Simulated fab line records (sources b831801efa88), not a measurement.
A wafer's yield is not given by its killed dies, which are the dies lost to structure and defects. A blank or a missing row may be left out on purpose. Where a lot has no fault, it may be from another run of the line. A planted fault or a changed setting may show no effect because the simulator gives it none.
Struck lot and sound lot, side by side ; flow sky130 ; 43 steps out of a route of 708
Sound: wafers L254.2, L254.5, L254.6. Wafers L255.1, L255.5, L255.6 were the ones struck. The cause comes at the end.
Order at every step that has rows: each side's tool, ch and its chambers, its first start. Under that, the readings that differ: sound wafers ; struck wafers ; difference of the means ; sigmas: that difference in standard deviations of wafers without a fault.
alike: same words and numbers on both sides, and readings whose means sit less than 2 such deviations apart. not compared: any withheld reading, any reading some wafer has no value for, any bound like >300 that may hide the same value, and any number with overlapping values for which the record gives no deviation.
The two part at a step that has a row with sigmas, a row that says differs or no value, or rows on one side only. Numbers that have no deviation but don't overlap get no sigmas and don't part them. A reading that every wafer of one side lacks parts them only if that side has two wafers or more.

first, 8 steps without rows for these wafers: SKY_METAL3_DEHYDRATE_05 (time 60 s); SKY_METAL3_HMDS_06 (prime time 60 s); SKY_METAL3_COAT_07 (resist thk 60 nm); SKY_METAL3_COAT_08 (resist thk 1140 nm); SKY_METAL3_SOFTBAKE_09 (time 86.24 s); SKY_METAL3_EXPOSE_10 (exposes mask MM3, target cd 300 nm); SKY_METAL3_PEB_11; SKY_METAL3_DEVELOP_12 (develop time 60 s).
SKY_METAL3_CD_MEAS_13 targets a cd of 300 nm.
  sound on cd sem-01, day 41 01:42; struck on cd sem-02, day 40 21:44
  alike: cd nm
SKY_METAL3_OVL_MEAS_14:
  sound on overlay-02, day 41 01:48; struck on overlay-02, day 40 21:51
  alike: METAL3_OVL
then, 2 steps without rows for these wafers: SKY_METAL3_DESCUM_15 (chemistry O2, time 8 s); SKY_METAL3_ETCH_16 (etches BARC in N2/H2, stops on SiO2, time 88.2 s, target depth 60 nm).
SKY_METAL3_ETCH_17: etches SiO2 in C4F8/O2/Ar, stops on TiN, time 3.9 s, target depth 15 nm.
  sound on rie diel-04 ch 1,2,3, day 41 01:58; struck on rie diel-01 ch 0,1,3, day 40 22:01
  alike: bias w, oes product au
  not compared: rf hours counter h
then, 6 steps without rows for these wafers: SKY_METAL3_METAL_ETCH_18 (etches the open film in Cl2/BCl3, stops on SiO2, target depth 845 nm, time 183.1 s); SKY_METAL3_STRIP_19 (strips in O2/N2); SKY_METAL3_STRIP_20 (strips in post etch residue remover, time 1200 s); SKY_METAL3_CLEAN_21 (cleans in IPA, time 180 s); SKY_METAL3_CLEAN_22 (cleans in O3/DIW); SKY_VIA3_HDPCVD_00 (deposits SiO2, target thk 1635 nm, time 272.5 s).
SKY_VIA3_THK_MEAS_01:
  sound on film metro-02, day 41 02:58; struck on film metro-01, day 40 22:58
  alike: VIA3_HDPCVD_THK
SKY_VIA3_CMP_02: polishes SiO2.
  sound on cmp-02 ch 0,3, day 41 03:04; struck on cmp-02 ch 2,3, day 40 23:07
  alike: edge zone pressure frac, motor current A, platen rpm, retaining ring pressure frac
SKY_VIA3_BOW_MEAS_03:
  sound on film metro-04, day 41 03:20; struck on film metro-04, day 40 23:25
  alike: VIA3_BOW
then, 8 steps without rows for these wafers: SKY_VIA3_DEHYDRATE_04 (time 60 s); SKY_VIA3_HMDS_05 (prime time 60 s); SKY_VIA3_COAT_06 (resist thk 60 nm); SKY_VIA3_COAT_07 (resist thk 450 nm); SKY_VIA3_SOFTBAKE_08 (time 90 s); SKY_VIA3_EXPOSE_09 (exposes mask VIM3, target cd 200 nm); SKY_VIA3_PEB_10; SKY_VIA3_DEVELOP_11 (develop time 60 s).
SKY_VIA3_CD_MEAS_12 targets a cd of 200 nm.
  sound on cd sem-02, day 42 03:05; struck on cd sem-02, day 41 23:19
  alike: cd nm
SKY_VIA3_OVL_MEAS_13:
  sound on overlay-02, day 42 03:12; struck on overlay-01, day 41 23:26
  alike: VIA3_OVL
then, 1 step without rows for these wafers: SKY_VIA3_ETCH_14 (etches BARC in N2/H2, stops on SiO2, time 45.9 s, target depth 60 nm).
SKY_VIA3_ETCH_15: etches SiO2 in C4F8/O2/Ar, stops on TiN, target depth 507 nm, time 78 s.
  sound on rie diel-01 ch 0,2,3, day 42 03:16; struck on rie diel-02 ch 2,3, day 41 23:31
  alike: bias w, oes product au
  not compared: rf hours counter h
SKY_VIA3_STRIP_16: strips in O2/N2.
  sound on plasma asher-03 ch 0,1, day 42 03:20; struck on plasma asher-03 ch 0,1, day 41 23:34
  alike: drypump motor current A, oes product au, strip time to endpoint s
  not compared: rf hours counter h
then, 3 steps without rows for these wafers: SKY_VIA3_STRIP_17 (strips in post etch residue remover, time 1200 s); SKY_VIA3_CLEAN_18 (cleans in IPA, time 180 s); SKY_VIA3_CLEAN_19 (cleans in O3/DIW).
SKY_VIA3_SPUTTER_20: material TiN, target thk 20 nm, time 80 s.
  sound on pvd sputter-04, day 42 03:58; struck on pvd sputter-01, day 42 00:10
  alike: throttle valve pct
SKY_VIA3_CVD_21: deposits W, target thk 390 nm, time 117.31 s.
  sound on cvd w-02 ch 0,1, day 42 04:01; struck on cvd w-01 ch 0,1, day 42 00:14
  alike: heater power outer w, heater power w
SKY_VIA3_RS_MEAS_22: measures by four-point-probe.
  sound on film metro-04, day 42 04:10; struck on film metro-04, day 42 00:22
  alike: VIA3_W_RS
SKY_VIA3_THK_MEAS_23: measures by xrf.
  sound on film metro-04, day 42 04:16; struck on film metro-04, day 42 00:29
  alike: VIA3_W_THK
-- the record jumps here: 6 days lie between the struck wafers' starts before and after (it left off in module VIA3 and takes up again in module PAD_OPEN, whose first step shown is number 708 of the route) --
SKY_PAD_OPEN_PROBE_99:
  sound on prober-02, day 47 21:23; struck on prober-02, day 47 18:24
reading;sound;struck;difference;sigmas
defect limited yield (%);83.1 82.7 83.3;74.2 75.2 74.4;-8.4;-4
killed_at_M0_to_M3;46 44 44;84 83 94;+42;+6
killed dies;83 85 82;127 122 126;+42;+4
sort_bin_3_pad_short (%);0.4 0.8 0.6;2.0 2.6 1.2;+1.3;+3
sort_bin_5_function (%);9.6 10.0 9.1;15.4 15.7 16.3;+6.2;+4
sort n pass;409 407 410;365 370 366;-42;-4
sort yield pct (%);83.1 82.7 83.3;74.2 75.2 74.4;-8.4;-4
model.etest.tester.sort n pass;409 407 410;365 370 366;-42;
model.etest.tester.sort yield pct (%);83.13 82.72 83.33;74.19 75.2 74.39;-8.47;
model.etest.tester.sort_bin_5_pct (%);9.553 9.959 9.146;15.45 15.65 16.26;+6.23;
model.etest.tester.sort_bin_3_pct (%);0.4065 0.813 0.6098;2.033 2.642 1.22;+1.355;
  alike: killed_at_M4_up, killed at contacts, killed at front end, killed at other, killed on rim, killed open, killed short, sort_bin_6_memory

## WHERE THEY PART
At SKY_PAD_OPEN_PROBE_99 and nowhere else, as far as this record goes.

WHY: what had been put in by the simulator
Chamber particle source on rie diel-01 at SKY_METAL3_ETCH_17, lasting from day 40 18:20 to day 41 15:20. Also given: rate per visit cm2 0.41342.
